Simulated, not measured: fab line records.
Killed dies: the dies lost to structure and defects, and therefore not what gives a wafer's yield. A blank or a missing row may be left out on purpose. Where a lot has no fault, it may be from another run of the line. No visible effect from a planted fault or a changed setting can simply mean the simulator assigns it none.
The tool behind it: which one?	flow sky130	13 lots, 39 wafers sampled, at 1 step of a route of 708

== WHAT THE GAUGES READ, wafer by wafer ==
SKY_GATE_OXIDE_OVL_MEAS_10. Usual: GATE_OXIDE_OVL typically reads -1.0 nm, with standard deviation 1.3.
lot	measured	on	GATE_OXIDE_OVL (nm)	flag
L851	day 13 16:16	overlay-01	0.3 -0.4 1.6	
L853	day 14 10:56	overlay-02	-1.3 -0.8 -0.9	
L854	day 15 04:05	overlay-02	-1.9 -2.2 -1.4	
L855	day 15 06:44	overlay-02	-1.1 -0.6 -0.2	
L856	day 15 14:01	overlay-01	1.2 -0.1 1.0	
L858	day 16 01:40	overlay-02	-2.7 -2.0 -1.1	
L859	day 17 04:10	overlay-02	-1.2 -2.6 -2.0	
L865	day 18 21:15	overlay-01	-1.3 -3.3 -1.3	
L867	day 19 10:52	overlay-02	-2.0 -3.0 -2.6	
L868	day 19 16:31	overlay-01	-0.6 -1.6 0.6	
L869	day 20 06:49	overlay-01	0.0 -0.1 -0.9	
L871	day 20 19:04	overlay-01	-0.7 -3.9 -4.6	
L873	day 21 12:08	overlay-02	1.2 -0.8 0.2	

== EACH LOT AND THE TOOL THAT RAN IT (in order: tool; ch and the chambers of the sampled wafers; start) ==
Before these readings, the record contains no process step.

== AS READ BY THE TOOLS THEMSELVES (means over the sampled wafers that have a number; for cases with no such wafer, the mark the record gives instead) ==
The record holds no such reading with a usual standard deviation.

== THE ANSWER, worked out from the rows above alone ==
Rule: a lot is off if the mean of its wafers that have a number lies more than 3 standard deviations from the usual mean. A lot without any number at a reading at which 4 lots or more have one is off too. All remaining lots with rows at the step are treated as sound. Order of review: gauges by route order, followed by the tools' own readings, for which a lot's mean as printed above is used. The first step at which some lot is off is used, and at that step the reading that is off furthest; a lot without a number counts as furthest.
Nothing can be told from this: no lot is off at any reading shown.

== WHAT WAS PUT IN BY THE SIMULATOR ==
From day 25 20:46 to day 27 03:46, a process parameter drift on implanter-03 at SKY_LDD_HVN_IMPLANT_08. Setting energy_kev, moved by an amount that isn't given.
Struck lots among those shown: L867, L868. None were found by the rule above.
